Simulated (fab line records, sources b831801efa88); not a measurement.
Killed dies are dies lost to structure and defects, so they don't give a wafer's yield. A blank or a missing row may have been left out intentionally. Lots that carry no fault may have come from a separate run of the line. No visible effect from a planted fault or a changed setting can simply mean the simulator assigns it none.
What tool caused it? :: flow sky130 :: 12 lots with 36 wafers sampled at 6 steps, on a route of 708 steps

== WHAT EACH GAUGE READ, for each wafer ==
SKY_SD_N_RS_MEAS_17: a four-point-probe measurement.
lot: L701
measured: day 27 10:44
on: film_metro-02
SD_P_RS (ohm/sq): 147.6 147.2 147.2

lot: L702
measured: day 27 22:31
on: film_metro-02
SD_P_RS (ohm/sq): 146.9 147.3 147.3

lot: L704
measured: day 28 20:05
on: film_metro-03
SD_P_RS (ohm/sq): 147.2 147.3 147.6

lot: L707
measured: day 29 19:22
on: film_metro-03
SD_P_RS (ohm/sq): 147.4 146.9 147.4

lot: L708
measured: day 30 07:20
on: film_metro-03
SD_P_RS (ohm/sq): 147.1 146.9 147.4

lot: L709
measured: day 30 09:08
on: film_metro-02
SD_P_RS (ohm/sq): 147.2 147.3 147.3

lot: L711
measured: day 31 07:10
on: film_metro-02
SD_P_RS (ohm/sq): 147.0 147.4 147.6

lot: L718
measured: day 33 15:08
on: film_metro-02
SD_P_RS (ohm/sq): 147.3 147.2 146.8

lot: L719
measured: day 33 15:26
on: film_metro-01
SD_P_RS (ohm/sq): 147.4 147.6 147.7

lot: L720
measured: day 33 22:37
on: film_metro-01
SD_P_RS (ohm/sq): 147.3 147.4 147.3

lot: L723
measured: day 34 19:30
on: film_metro-01
SD_P_RS (ohm/sq): 146.7 146.8 146.0

lot: L722
measured: day 35 00:02
on: film_metro-03
SD_P_RS (ohm/sq): 146.8 146.8 147.0

SKY_LI_CONTACT_THK_MEAS_01.
lot: L701
measured: day 27 11:06
on: film_metro-01
LI_CONTACT_HDPCVD_THK (nm): 946 930 938

lot: L702
measured: day 27 22:52
on: film_metro-03
LI_CONTACT_HDPCVD_THK (nm): 922 901 931

lot: L704
measured: day 28 20:27
on: film_metro-01
LI_CONTACT_HDPCVD_THK (nm): 921 928 919

lot: L707
measured: day 29 19:43
on: film_metro-03
LI_CONTACT_HDPCVD_THK (nm): 936 939 939

lot: L708
measured: day 30 07:42
on: film_metro-01
LI_CONTACT_HDPCVD_THK (nm): 931 935 936

lot: L709
measured: day 30 09:30
on: film_metro-01
LI_CONTACT_HDPCVD_THK (nm): 1116 1116 1110

lot: L711
measured: day 31 07:32
on: film_metro-01
LI_CONTACT_HDPCVD_THK (nm): 1099 1094 1111

lot: L718
measured: day 33 15:29
on: film_metro-03
LI_CONTACT_HDPCVD_THK (nm): 925 937 920

lot: L719
measured: day 33 15:47
on: film_metro-01
LI_CONTACT_HDPCVD_THK (nm): 922 921 927

lot: L720
measured: day 33 22:58
on: film_metro-01
LI_CONTACT_HDPCVD_THK (nm): 914 927 936

lot: L723
measured: day 34 19:52
on: film_metro-01
LI_CONTACT_HDPCVD_THK (nm): 935 936 936

lot: L722
measured: day 35 00:23
on: film_metro-01
LI_CONTACT_HDPCVD_THK (nm): 929 934 934

SKY_CONTACT_RS_MEAS_25: a four-point-probe measurement.
lot: L701
measured: day 31 03:11
on: film_metro-04
CONTACT_W_RS (ohm/sq): 0.342 0.337 0.338

lot: L702
measured: day 31 14:54
on: film_metro-03
CONTACT_W_RS (ohm/sq): 0.337 0.340 0.337

lot: L704
measured: day 32 11:29
on: film_metro-04
CONTACT_W_RS (ohm/sq): 0.341 0.335 0.338

lot: L707
measured: day 33 10:52
on: film_metro-02
CONTACT_W_RS (ohm/sq): 0.341 0.339 0.340

lot: L708
measured: day 33 21:49
on: film_metro-02
CONTACT_W_RS (ohm/sq): 0.340 0.340 0.344

lot: L709
measured: day 33 23:23
on: film_metro-02
CONTACT_W_RS (ohm/sq): 0.342 0.340 0.341

lot: L711
measured: day 34 20:26
on: film_metro-02
CONTACT_W_RS (ohm/sq): 0.339 0.338 0.341

lot: L718
measured: day 37 02:19
on: film_metro-03
CONTACT_W_RS (ohm/sq): 0.343 0.340 0.338

lot: L719
measured: day 37 02:50
on: film_metro-04
CONTACT_W_RS (ohm/sq): 0.331 0.334 0.339

lot: L720
measured: day 37 10:34
on: film_metro-02
CONTACT_W_RS (ohm/sq): 0.343 0.342 0.339

lot: L723
measured: day 38 05:32
on: film_metro-03
CONTACT_W_RS (ohm/sq): 0.340 0.341 0.335

lot: L722
measured: day 38 10:55
on: film_metro-03
CONTACT_W_RS (ohm/sq): 0.335 0.338 0.338

== EACH LOT AND THE TOOL THAT RAN IT (in order: tool; ch and the chambers of the sampled wafers; start) ==
lot: L701
SKY_LI_CONTACT_HDPCVD_00: hdpcvd-01 ch 0,1,2, day 27 10:59
SKY_LI_CONTACT_CMP_02: cmp-01 ch 0,1,3, day 27 11:13
SKY_CONTACT_SPUTTER_23: pvd_sputter-02, day 31 03:01

lot: L702
SKY_LI_CONTACT_HDPCVD_00: hdpcvd-02 ch 0,1,2, day 27 22:45
SKY_LI_CONTACT_CMP_02: cmp-01 ch 0,1,3, day 27 22:58
SKY_CONTACT_SPUTTER_23: pvd_sputter-03, day 31 14:43

lot: L704
SKY_LI_CONTACT_HDPCVD_00: hdpcvd-02 ch 0,1,2, day 28 20:20
SKY_LI_CONTACT_CMP_02: cmp-01 ch 0,1,2, day 28 20:31
SKY_CONTACT_SPUTTER_23: pvd_sputter-04, day 32 11:19

lot: L707
SKY_LI_CONTACT_HDPCVD_00: hdpcvd-01 ch 0,1,2, day 29 19:37
SKY_LI_CONTACT_CMP_02: cmp-01 ch 0,1,2, day 29 19:46
SKY_CONTACT_SPUTTER_23: pvd_sputter-03, day 33 10:41

lot: L708
SKY_LI_CONTACT_HDPCVD_00: hdpcvd-02 ch 0,1, day 30 07:35
SKY_LI_CONTACT_CMP_02: cmp-01 ch 1,2,3, day 30 07:49
SKY_CONTACT_SPUTTER_23: pvd_sputter-03, day 33 21:38

lot: L709
SKY_LI_CONTACT_HDPCVD_00: hdpcvd-02 ch 0,1, day 30 09:23
SKY_LI_CONTACT_CMP_02: cmp-02 ch 0,1,3, day 30 09:40
SKY_CONTACT_SPUTTER_23: pvd_sputter-02, day 33 23:13

lot: L711
SKY_LI_CONTACT_HDPCVD_00: hdpcvd-02 ch 0,1,2, day 31 07:26
SKY_LI_CONTACT_CMP_02: cmp-01 ch 0,1,3, day 31 07:42
SKY_CONTACT_SPUTTER_23: pvd_sputter-03, day 34 20:16

lot: L718
SKY_LI_CONTACT_HDPCVD_00: hdpcvd-02 ch 0,1,2, day 33 15:23
SKY_LI_CONTACT_CMP_02: cmp-01 ch 0,1,2, day 33 15:36
SKY_CONTACT_SPUTTER_23: pvd_sputter-02, day 37 02:09

lot: L719
SKY_LI_CONTACT_HDPCVD_00: hdpcvd-02 ch 0,1,2, day 33 15:41
SKY_LI_CONTACT_CMP_02: cmp-01 ch 0,1,3, day 33 16:09
SKY_CONTACT_SPUTTER_23: pvd_sputter-04, day 37 02:40

lot: L720
SKY_LI_CONTACT_HDPCVD_00: hdpcvd-02 ch 0,1,2, day 33 22:52
SKY_LI_CONTACT_CMP_02: cmp-01 ch 0,2,3, day 33 23:04
SKY_CONTACT_SPUTTER_23: pvd_sputter-04, day 37 10:22

lot: L723
SKY_LI_CONTACT_HDPCVD_00: hdpcvd-01 ch 1,2, day 34 19:45
SKY_LI_CONTACT_CMP_02: cmp-01 ch 0,1,2, day 34 20:18
SKY_CONTACT_SPUTTER_23: pvd_sputter-03, day 38 05:22

lot: L722
SKY_LI_CONTACT_HDPCVD_00: hdpcvd-02 ch 1,2, day 35 00:17
SKY_LI_CONTACT_CMP_02: cmp-01 ch 1,2,3, day 35 00:50
SKY_CONTACT_SPUTTER_23: pvd_sputter-04, day 38 10:44
- SKY_LI_CONTACT_HDPCVD_00: deposits PSG, target thk 930 nm, time 155 s.
- SKY_LI_CONTACT_CMP_02: polishes PSG.
- SKY_CONTACT_SPUTTER_23: material TiN, target thk 20 nm, time 80 s.

== AS READ BY THE TOOLS THEMSELVES (means over the sampled wafers that have a number; for cases with no such wafer, the mark the record gives instead) ==
SKY_LI_CONTACT_HDPCVD_00.
lot: L701
tool: hdpcvd-01
sih4_flow_sccm (sccm): 60.02

lot: L702
tool: hdpcvd-02
sih4_flow_sccm (sccm): 59.96

lot: L704
tool: hdpcvd-02
sih4_flow_sccm (sccm): 59.96

lot: L707
tool: hdpcvd-01
sih4_flow_sccm (sccm): 60.15

lot: L708
tool: hdpcvd-02
sih4_flow_sccm (sccm): 59.86

lot: L709
tool: hdpcvd-02
sih4_flow_sccm (sccm): 72.19

lot: L711
tool: hdpcvd-02
sih4_flow_sccm (sccm): 71.97

lot: L718
tool: hdpcvd-02
sih4_flow_sccm (sccm): 60.02

lot: L719
tool: hdpcvd-02
sih4_flow_sccm (sccm): 59.86

lot: L720
tool: hdpcvd-02
sih4_flow_sccm (sccm): 59.79

lot: L723
tool: hdpcvd-01
sih4_flow_sccm (sccm): 59.90

lot: L722
tool: hdpcvd-02
sih4_flow_sccm (sccm): 59.77

SKY_LI_CONTACT_CMP_02.
lot: L701
tool: cmp-01
motor_current_A (A): 11.6
time_to_endpoint_s (s): 32.7

lot: L702
tool: cmp-01
motor_current_A (A): 11.8
time_to_endpoint_s (s): 31.0

lot: L704
tool: cmp-01
motor_current_A (A): 11.4
time_to_endpoint_s (s): 32.3

lot: L707
tool: cmp-01
motor_current_A (A): 11.6
time_to_endpoint_s (s): 33.6

lot: L708
tool: cmp-01
motor_current_A (A): 11.1
time_to_endpoint_s (s): 30.1

lot: L709
tool: cmp-02
motor_current_A (A): 10.7
time_to_endpoint_s (s): 50.7

lot: L711
tool: cmp-01
motor_current_A (A): 11.5
time_to_endpoint_s (s): 49.1

lot: L718
tool: cmp-01
motor_current_A (A): 11.8
time_to_endpoint_s (s): 30.4

lot: L719
tool: cmp-01
motor_current_A (A): 11.6
time_to_endpoint_s (s): 30.3

lot: L720
tool: cmp-01
motor_current_A (A): 11.5
time_to_endpoint_s (s): 32.1

lot: L723
tool: cmp-01
motor_current_A (A): 11.6
time_to_endpoint_s (s): 29.3

lot: L722
tool: cmp-01
motor_current_A (A): 10.7
time_to_endpoint_s (s): 30.7

SKY_CONTACT_SPUTTER_23.
lot: L701
tool: pvd_sputter-02
throttle_valve_pct (%): 29.9

lot: L702
tool: pvd_sputter-03
throttle_valve_pct (%): 29.2

lot: L704
tool: pvd_sputter-04
throttle_valve_pct (%): 30.2

lot: L707
tool: pvd_sputter-03
throttle_valve_pct (%): 30.2

lot: L708
tool: pvd_sputter-03
throttle_valve_pct (%): 30.4

lot: L709
tool: pvd_sputter-02
throttle_valve_pct (%): 29.4

lot: L711
tool: pvd_sputter-03
throttle_valve_pct (%): 30.3

lot: L718
tool: pvd_sputter-02
throttle_valve_pct (%): 29.7

lot: L719
tool: pvd_sputter-04
throttle_valve_pct (%): 30.2

lot: L720
tool: pvd_sputter-04
throttle_valve_pct (%): 29.8

lot: L723
tool: pvd_sputter-03
throttle_valve_pct (%): 30.8

lot: L722
tool: pvd_sputter-04
throttle_valve_pct (%): 29.9

== THE ANSWER, worked out from the rows above alone ==
Rule: what is usual is taken from the lots themselves. The widest of any qualifying gaps counts: lots, ordered by their means at a reading, are off when they make up no more than a third of the lots, leave a main group of 4 or more, and stand apart from it by 3 or more times the standard deviation of that group's means. A main group whose means are all the same, to the digits that the tables above print for the reading, isn't used. A lot without any number at a reading at which 4 lots or more have one is off too. Where the step has rows for the other lots, those lots are counted as sound. Order of review: gauges by route order, followed by the tools' own readings, for which a lot's mean as printed above is used. At the first step where some lot is off, the reading lying furthest off is the one used; lots without a number count as furthest.
Off: L709, L711, at SKY_LI_CONTACT_THK_MEAS_01 (LI_CONTACT_HDPCVD_THK). The main group has a mean of 930 nm with a standard deviation of 6.7.
If a tool, at a process step before that reading, ran all the lots that are off and no sound lot after the first of them, it fits. The gauges at SKY_LI_CONTACT_THK_MEAS_01 aren't tried: what is off there is off at SKY_LI_CONTACT_HDPCVD_00 too, on other tools, and a gauge's error can't cause that. No candidate that was tried fits.

== WHAT WAS PUT IN BY THE SIMULATOR ==
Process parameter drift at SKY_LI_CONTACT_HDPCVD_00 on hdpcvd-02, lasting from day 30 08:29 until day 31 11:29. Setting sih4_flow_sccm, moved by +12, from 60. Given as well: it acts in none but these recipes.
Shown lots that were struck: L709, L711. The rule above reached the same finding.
